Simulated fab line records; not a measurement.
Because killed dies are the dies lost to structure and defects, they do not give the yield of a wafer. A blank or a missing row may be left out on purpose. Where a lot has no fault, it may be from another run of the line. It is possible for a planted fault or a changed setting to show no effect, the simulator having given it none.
fab line records -- flow gf180mcu -- part 2 of 2: steps 25 to 34 of 34
[record] lots = 5, wafers = 15, last_day = 33
route steps=602 shown V4@485 MIM@503
lots that met no fault: from a run of the same line without faults
start_h: start of the lot's first displayed wafer, in hours after the record's first day -- wait_h: hours since the lot's step before -- " repeats the value in the row above -- L1.1+2: one row covering several wafers at once -- - either no value or no given start -- * or withheld: withheld -- < > ~ a bound
route shown NAME@n: a module of which the file shows steps, and the number in the route of the first -- usual: the fault-free wafers' mean and standard deviation -- same: alike in all rows -- chamber/n: place in a boat -- sites: readings site by site -- _std_site: standard deviation of those values -- _edge_site: inner sites' mean taken away from outer sites' mean -- radius_mm: how far each site lies from the wafer's centre -- mask NAME#n: copy n -- behind: tool/chamber where the wafer was last shaped -- hold: reason for holding the lot/hours on hold/outcome of the hold -- device: transistor that didn't switch, given as n, p or np -- end of line: the route-end tests of the same wafers -- a step with no rows: only its recipe -- killed: dies that structure and defects cost at the first sort, which is not the same as the wafer's yield -- map: a wafer's dies, x killed, . not, _ none there
set.NAME: setting as actually run; set.NAME@STEP: the setting as run at that earlier step -- model.NAME: the simulator's own value behind a step, which no gauge read
lots at some steps of the route; a table a step, a row a wafer
services: from which hour (start_h, from the record's first day; less than 0 if before it) a tool's chamber was out of use, for how many hours, and why
[[steps]]
[step GF_MIM_THK_MEAS_06]
[recipe] reads = Si3N4_of_MIM_CVD_05
[usual] MIM_CVD_05_THK = 42.2/0.62
lot.wafer,tool,chamber,start_h,wait_h,MIM_CVD_05_THK[nm]
L075.2,film_metro-03,-,574.67,0.0,41.5
L075.3,film_metro-03,-,574.67,0.0,41.2
L075.4,film_metro-03,-,574.67,0.0,42.7
L079.1,film_metro-02,-,609.16,0.0,41.8
L079.3,film_metro-02,-,609.16,0.0,41.2
L079.6,film_metro-02,-,609.16,0.0,42.1
L081.1,film_metro-03,-,622.46,0.0,42.0
L081.5,film_metro-03,-,622.46,0.0,42.7
L081.6,film_metro-03,-,622.46,0.0,42.4
L084.2,film_metro-02,-,646.32,0.0,42.9
L084.3,film_metro-02,-,646.32,0.0,41.4
L084.5,film_metro-02,-,646.32,0.0,42.1
L090.1,film_metro-04,-,686.66,0.0,41.1
L090.3,film_metro-04,-,686.66,0.0,42.0
L090.5,film_metro-04,-,686.66,0.0,41.7
[step GF_MIM_SPUTTER_07]
[recipe] material = TiN, target_thk_nm = 60, power_w = 6500, time_s = 50, chamber_pressure_pa = 0.4
[usual] throttle_valve_pct = 30.2/1.3
lot.wafer,tool,chamber,start_h,wait_h,throttle_valve_pct
L075.2,pvd_sputter-04,-,574.72,0.0,31.5
L075.3,pvd_sputter-04,-,574.72,0.0,28.0
L075.4,pvd_sputter-04,-,574.72,0.0,29.1
L079.1,pvd_sputter-04,-,609.22,0.1,32.2
L079.3,pvd_sputter-04,-,609.22,0.1,28.2
L079.6,pvd_sputter-04,-,609.22,0.1,29.1
L081.1,pvd_sputter-01,-,622.52,0.1,30.9
L081.5,pvd_sputter-01,-,622.52,0.1,29.8
L081.6,pvd_sputter-01,-,622.52,0.1,30.1
L084.2,pvd_sputter-03,-,646.37,0.0,28.6
L084.3,pvd_sputter-03,-,646.37,0.0,30.8
L084.5,pvd_sputter-03,-,646.37,0.0,31.0
L090.1,pvd_sputter-01,-,686.72,0.1,29.9
L090.3,pvd_sputter-01,-,686.72,0.1,30.8
L090.5,pvd_sputter-01,-,686.72,0.1,31.0
[step GF_MIM_SPUTTER_08]
[recipe] material = AlCu, target_thk_nm = 200, power_w = 10600, time_s = 10.6, chamber_pressure_pa = 0.4
[usual] throttle_valve_pct = 30.2/1.3
lot.wafer,tool,chamber,start_h,wait_h,throttle_valve_pct
L075.2,pvd_sputter-04,-,574.77,0.0,31.7
L075.3,pvd_sputter-04,-,574.77,0.0,28.3
L075.4,pvd_sputter-04,-,574.77,0.0,29.2
L079.1,pvd_sputter-04,-,609.27,0.0,32.1
L079.3,pvd_sputter-04,-,609.27,0.0,28.1
L079.6,pvd_sputter-04,-,609.27,0.0,29.2
L081.1,pvd_sputter-01,-,622.57,0.0,30.8
L081.5,pvd_sputter-01,-,622.57,0.0,29.8
L081.6,pvd_sputter-01,-,622.57,0.0,29.5
L084.2,pvd_sputter-03,-,646.42,0.0,28.7
L084.3,pvd_sputter-03,-,646.42,0.0,30.8
L084.5,pvd_sputter-03,-,646.42,0.0,30.7
L090.1,pvd_sputter-01,-,686.76,0.0,29.9
L090.3,pvd_sputter-01,-,686.76,0.0,31.1
L090.5,pvd_sputter-01,-,686.76,0.0,30.8
[step GF_MIM_SPUTTER_09]
[recipe] material = TiN, target_thk_nm = 35, power_w = 6500, time_s = 29.2, chamber_pressure_pa = 0.4
[usual] throttle_valve_pct = 30.2/1.3
lot.wafer,tool,chamber,start_h,wait_h,throttle_valve_pct
L075.2,pvd_sputter-04,-,574.79,0.0,31.2
L075.3,pvd_sputter-04,-,574.79,0.0,28.4
L075.4,pvd_sputter-04,-,574.79,0.0,29.0
L079.1,pvd_sputter-04,-,609.29,0.0,32.2
L079.3,pvd_sputter-04,-,609.29,0.0,28.3
L079.6,pvd_sputter-04,-,609.29,0.0,28.9
L081.1,pvd_sputter-01,-,622.59,0.0,30.7
L081.5,pvd_sputter-01,-,622.59,0.0,30.1
L081.6,pvd_sputter-01,-,622.59,0.0,29.8
L084.2,pvd_sputter-03,-,646.44,0.0,28.9
L084.3,pvd_sputter-03,-,646.44,0.0,30.8
L084.5,pvd_sputter-03,-,646.44,0.0,30.6
L090.1,pvd_sputter-01,-,686.79,0.0,29.9
L090.3,pvd_sputter-01,-,686.79,0.0,31.1
L090.5,pvd_sputter-01,-,686.79,0.0,30.6
[step GF_MIM_RS_MEAS_10]
[recipe] thk_meas_gauge = four-point-probe, reads = TiN_of_MIM_SPUTTER_09+AlCu_of_MIM_SPUTTER_08+TiN_of_MIM_SPUTTER_07
[usual] MIM_ALCU_RS = 0.1598/0.0017
lot.wafer,tool,chamber,start_h,wait_h,MIM_ALCU_RS[ohm/sq]
L075.2,film_metro-03,-,574.84,0.0,0.1578
L075.3,film_metro-03,-,574.84,0.0,0.1575
L075.4,film_metro-03,-,574.84,0.0,0.1602
L079.1,film_metro-02,-,609.32,0.0,0.1580
L079.3,film_metro-02,-,609.32,0.0,0.1590
L079.6,film_metro-02,-,609.32,0.0,0.1616
L081.1,film_metro-02,-,622.62,0.0,0.1569
L081.5,film_metro-02,-,622.62,0.0,0.1585
L081.6,film_metro-02,-,622.62,0.0,0.1590
L084.2,film_metro-03,-,646.49,0.0,0.1615
L084.3,film_metro-03,-,646.49,0.0,0.1616
L084.5,film_metro-03,-,646.49,0.0,0.1619
L090.1,film_metro-03,-,686.82,0.0,0.1607
L090.3,film_metro-03,-,686.82,0.0,0.1580
L090.5,film_metro-03,-,686.82,0.0,0.1593
[step GF_MIM_THK_MEAS_11]
[recipe] thk_meas_gauge = xrf, reads = AlCu_of_MIM_SPUTTER_08
[usual] MIM_ALCU_THK = 194.9/2.1
lot.wafer,tool,chamber,start_h,wait_h,MIM_ALCU_THK[nm]
L075.2,film_metro-03,-,574.95,0.1,197.8
L075.3,film_metro-03,-,574.95,0.1,199.0
L075.4,film_metro-03,-,574.95,0.1,194.8
L079.1,film_metro-02,-,609.44,0.1,195.6
L079.3,film_metro-02,-,609.44,0.1,196.1
L079.6,film_metro-02,-,609.44,0.1,191.6
L081.1,film_metro-02,-,622.74,0.1,196.3
L081.5,film_metro-02,-,622.74,0.1,195.4
L081.6,film_metro-02,-,622.74,0.1,195.1
L084.2,film_metro-03,-,646.60,0.1,192.3
L084.3,film_metro-03,-,646.60,0.1,193.0
L084.5,film_metro-03,-,646.60,0.1,192.5
L090.1,film_metro-03,-,686.94,0.1,194.9
L090.3,film_metro-03,-,686.94,0.1,199.0
L090.5,film_metro-03,-,686.94,0.1,197.5
[step GF_MIM_DEHYDRATE_12]
[recipe] temp_c = 200, time_s = 60
[usual] chill_plate_temp_C = 23.01/0.095
lot.wafer,tool,chamber,start_h,wait_h,chill_plate_temp_C
L075.2,litho_track-02,0,584.28,9.3,23.06
L075.3,litho_track-02,0,584.28,9.3,22.93
L075.4,litho_track-02,0,584.28,9.3,23.01
L079.1,litho_track-03,0,618.99,9.5,22.90
L079.3,litho_track-03,0,618.99,9.5,23.08
L079.6,litho_track-03,0,618.99,9.5,23.14
L081.1,litho_track-03,0,632.79,10.0,22.88
L081.5,litho_track-03,0,632.79,10.0,22.98
L081.6,litho_track-03,0,632.79,10.0,22.97
L084.2,litho_track-03,0,656.77,10.2,22.95
L084.3,litho_track-03,0,656.77,10.2,23.02
L084.5,litho_track-03,0,656.77,10.2,23.03
L090.1,litho_track-01,0,695.85,8.9,23.08
L090.3,litho_track-01,0,695.85,8.9,23.04
L090.5,litho_track-01,0,695.85,8.9,23.02
[step GF_MIM_HMDS_13]
[recipe] prime_time_s = 60, prime_temp_c = 120
[usual] chill_plate_temp_C = 23.02/0.11
lot.wafer,tool,chamber,start_h,wait_h,chill_plate_temp_C
L075.2,litho_track-02,0,584.43,0.1,23.04
L075.3,litho_track-02,0,584.43,0.1,23.01
L075.4,litho_track-02,0,584.43,0.1,22.93
L079.1,litho_track-03,0,619.14,0.1,23.08
L079.3,litho_track-03,0,619.14,0.1,23.08
L079.6,litho_track-03,0,619.14,0.1,23.02
L081.1,litho_track-03,0,632.94,0.1,23.14
L081.5,litho_track-03,0,632.94,0.1,22.96
L081.6,litho_track-03,0,632.94,0.1,22.95
L084.2,litho_track-03,0,656.92,0.1,23.03
L084.3,litho_track-03,0,656.92,0.1,22.92
L084.5,litho_track-03,0,656.92,0.1,23.09
L090.1,litho_track-01,0,696.00,0.1,22.81
L090.3,litho_track-01,0,696.00,0.1,22.98
L090.5,litho_track-01,0,696.00,0.1,22.80
[step GF_MIM_COAT_14]
[recipe] resist = NOVOLAK, spin_rpm = 3000, resist_thk_nm = 1000
[usual] chill_plate_temp_C = 22.96/0.11
lot.wafer,tool,chamber,start_h,wait_h,chill_plate_temp_C
L075.2,litho_track-02,0,584.58,0.1,22.89
L075.3,litho_track-02,0,584.58,0.1,22.89
L075.4,litho_track-02,0,584.58,0.1,22.73
L079.1,litho_track-03,0,619.29,0.1,23.13
L079.3,litho_track-03,0,619.29,0.1,22.93
L079.6,litho_track-03,0,619.29,0.1,23.18
L081.1,litho_track-03,0,633.09,0.1,22.98
L081.5,litho_track-03,0,633.09,0.1,23.04
L081.6,litho_track-03,0,633.09,0.1,22.97
L084.2,litho_track-03,0,657.07,0.1,22.98
L084.3,litho_track-03,0,657.07,0.1,23.01
L084.5,litho_track-03,0,657.07,0.1,23.09
L090.1,litho_track-01,0,696.15,0.1,22.99
L090.3,litho_track-01,0,696.15,0.1,22.87
L090.5,litho_track-01,0,696.15,0.1,22.77
[step GF_MIM_SOFTBAKE_15]
[recipe] temp_c = 90, time_s = 60, resist = NOVOLAK
[usual] chill_plate_temp_C = 23.00/0.1
lot.wafer,tool,chamber,start_h,wait_h,chill_plate_temp_C
L075.2,litho_track-02,0,584.73,0.1,22.91
L075.3,litho_track-02,0,584.73,0.1,22.96
L075.4,litho_track-02,0,584.73,0.1,22.69
L079.1,litho_track-03,0,619.44,0.1,22.99
L079.3,litho_track-03,0,619.44,0.1,22.95
L079.6,litho_track-03,0,619.44,0.1,23.08
L081.1,litho_track-03,0,633.24,0.1,23.05
L081.5,litho_track-03,0,633.24,0.1,23.04
L081.6,litho_track-03,0,633.24,0.1,23.17
L084.2,litho_track-03,0,657.22,0.1,22.85
L084.3,litho_track-03,0,657.22,0.1,22.76
L084.5,litho_track-03,0,657.22,0.1,23.04
L090.1,litho_track-01,0,696.30,0.1,22.85
L090.3,litho_track-01,0,696.30,0.1,22.98
L090.5,litho_track-01,0,696.30,0.1,23.00
[[services]]
tool,chamber,start_h,hours,kind
krf_scanner-01,-,537.27,1.0,pm
krf_scanner-01,-,544.53,7.2,pm
cvd_w-02,0,548.45,6.6,repair
rie_diel-03,0,551.66,10.7,repair
rie_diel-03,-,553.15,4.0,repair
rie_diel-03,1,554.30,4.4,repair
cmp-02,-,561.81,8.6,pm
rie_diel-01,-,564.63,0.9,repair
rie_diel-02,-,565.33,0.5,repair
wet_bench-02,-,571.54,1.8,repair
cmp-02,-,574.93,4.0,pm
cvd_w-01,-,582.10,6.9,pm
rie_diel-02,1,582.64,5.6,repair
rie_diel-02,3,583.86,10.8,repair
krf_scanner-01,-,589.01,1.3,pm
cvd_w-01,-,593.99,0.6,repair
pvd_sputter-03,-,597.82,0.7,repair
rie_diel-02,2,627.29,5.4,repair
rie_diel-02,0,646.44,8.2,repair
cvd_w-01,-,661.67,1.3,repair
krf_scanner-01,-,678.74,0.8,pm
rie_diel-02,0,679.09,3.4,repair
rie_diel-02,0,683.19,14.5,repair
cmp-02,-,694.31,1.6,repair
